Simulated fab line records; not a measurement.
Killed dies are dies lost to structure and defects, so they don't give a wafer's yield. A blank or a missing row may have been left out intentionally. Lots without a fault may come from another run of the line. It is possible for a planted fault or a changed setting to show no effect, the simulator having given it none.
A single fault, viewed from 2 desks ; flow gf180mcu ; numbers are kept per desk, each desk with only its own; the story behind them comes last

== FOR THE TOOL OWNER'S DESK: rtp-anneal-02 ==
The tool's own readings at GF_PSD_RTA_13 (time 20 s): means of the sampled wafers that have a number, for each lot that ran on this tool. If a lot's mean is further than 4 standard deviations from the usual mean, the lot is out of limits and carries the mark OUT (the distance appears in the brackets).
Columns: A = lamp-power-pct at GF_PSD_RTA_13, usual 30.3 %; B = wafer_temp_C_max at GF_PSD_RTA_13, usual 1032.7
lot;first seen here;A;B
L185;day 14 04:09;30.0;1033.7
L186;day 14 13:29;30.0;1033.8
L187;day 14 20:57;30.0;1032.9
L195;day 17 13:44;30.0;1033.7
L196;day 17 21:32;30.0;1033.2
L198;day 18 11:33;29.0;1022.3 (-4.1) OUT
L199;day 18 22:55;29.0;1020.7 (-4.8) OUT
L205;day 21 06:01;30.0;1034.4
L206;day 21 21:17;30.0;1033.6
L208;day 22 06:53;30.0;1033.9
This desk's verdict: out of limits on L198, L199, starting with L198 at day 18 11:33 (wafer_temp_C_max at GF_PSD_RTA_13). Within limits: L185, L186, L187, L195, L196, L205, L206, L208.

== AT THE METROLOGY DESK ==
What the gauges read, lot by lot, whatever tool the lot ran on: means of the sampled wafers that have a number. If a lot's mean is further than 4 standard deviations from the usual mean, the lot is out of limits and carries the mark OUT (the distance appears in the brackets).
Columns: A = NSD_RS at GF_PSD_RS_MEAS_14, usual 46.16 ohm/sq; B = PSD_RS at GF_PSD_RS_MEAS_15, usual 108.6 ohm/sq
lot;first seen here;A;B
L185;day 14 04:14;46.22;108.7
L186;day 14 13:35;46.22;108.4
L187;day 14 21:07;46.23;108.8
L195;day 17 13:50;46.14;108.7
L196;day 17 21:37;46.15;108.8
L198;day 18 11:38;47.72 (+16) OUT;116.3 (+24) OUT
L199;day 18 23:05;47.79 (+17) OUT;116.7 (+25) OUT
L203;day 20 11:41;46.10;108.4
L205;day 21 06:07;46.14;108.7
L206;day 21 21:22;46.23;108.7
L208;day 22 06:58;46.00;107.9
L207;day 22 09:19;46.24;108.8
Per this desk, out of limits: L198, L199; the first was L198, day 18 11:38 (NSD_RS at GF_PSD_RS_MEAS_14). Within limits: L185, L186, L187, L195, L196, L203, L205, L206, L208, L207.

== TAKEN TOGETHER ==
At day 18 11:33, on L198, L199, the tool owner's desk was in a position to raise an alarm.
On L198, L199, the metrology desk was in a position to raise an alarm at day 18 11:38.
GF_PSD_RTA_13 was run on rtp-anneal-02 by each of the lots named.

== WHAT THE SIMULATOR HAD INSERTED ==
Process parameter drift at GF_PSD_RTA_13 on rtp-anneal-02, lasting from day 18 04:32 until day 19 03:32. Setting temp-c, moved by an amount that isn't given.
Struck lots among those shown: L198, L199.
Fault start to first reading out of limits, in hours, per desk: tool owner, 7; metrology, 7.
